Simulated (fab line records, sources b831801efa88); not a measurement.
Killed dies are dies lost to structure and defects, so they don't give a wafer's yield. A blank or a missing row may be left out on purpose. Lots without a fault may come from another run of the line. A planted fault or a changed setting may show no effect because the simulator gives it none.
Problem report in the 8D (eight disciplines) form, filled by code | flow sky130 | the parts of the form that need people (team, actions taken, sign-off) are left out

1. THE PROBLEM
spin_speed_rpm at SKY_SONOS_TUNNEL_COAT_02 reads a mean of 3098.5 rpm on 6 wafers of 2 lots; wafers without a fault read 2999.9 rpm with a standard deviation of 2.2. That is +45 standard deviations from the usual mean.
The step: resist thk 1140 nm.
First seen on wafer L712.1, day 14 19:35, on litho_track-03. The record holds 18 wafers of 6 lots with a number at this step. Rule for "out", or "out of limits": more than 4 standard deviations from the usual mean. The other wafers with a number count as sound.

2. WHAT IT IS AND WHAT IT IS NOT
question                    | is                     | is not
which readings at this step | spin_speed_rpm         | -
which lots                  | L712, L713             | L705, L706, L717, L718
which wafers of those lots  | all that have a number | -
read on which tools         | litho_track-03         | litho_track-01, litho_track-02
when                        | from day 14 19:35      | up to then (6 sound wafers); but 6 sound wafers of L717, L718 came after

3. SUSPECTS, AND WHAT RULES EACH OUT
Counting: a tool at a process step up to the reading stays a suspect if it ran every lot that is out and no sound lot after the first of them.
- litho_track-03 at SKY_SONOS_TUNNEL_COAT_02 (resist thk 1140 nm): kept. It ran every lot that is out, first L712 (day 14 19:35), and no sound lot after that; its last sound lot up to then is L706 (day 12 10:34). Its own readings are out on those wafers: spin_speed_rpm.
Left after counting: litho_track-03 at SKY_SONOS_TUNNEL_COAT_02.

4. THE CAUSE (what the simulator had put in)
Process parameter drift: litho_track-03, from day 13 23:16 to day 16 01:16, at SKY_SONOS_TUNNEL_COAT_02. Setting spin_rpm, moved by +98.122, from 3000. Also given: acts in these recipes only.
Counting left only this tool.

5. THE CHAIN OF EFFECTS, in route order
Each row: a reading whose mean over the struck wafers that have a number lies more than 3 standard deviations from the usual. Only readings for which the record gives a usual standard deviation are gone through. hours: the time from each lot's start at the first step in this table that gives one to its start at this step, as a median over the lots. sigmas: the change in usual standard deviations.
hours | step                     | reading        | usual      | on struck wafers | change | sigmas
0     | SKY_SONOS_TUNNEL_COAT_02 | spin_speed_rpm | 2999.9 rpm | 3098.5           | +98.6  | +45
The process steps in it:
- SKY_SONOS_TUNNEL_COAT_02: resist thk 1140 nm.
Later measuring or inspecting steps at which every struck wafer that the step has a row for has a number for every such reading, and none has moved that far: SKY_SONOS_TUNNEL_CD_MEAS_07.

6. WHAT WOULD HAVE CAUGHT IT SOONER
In this record the first reading out of limits was taken at day 14 19:35, 20 hours after the fault began at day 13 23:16.
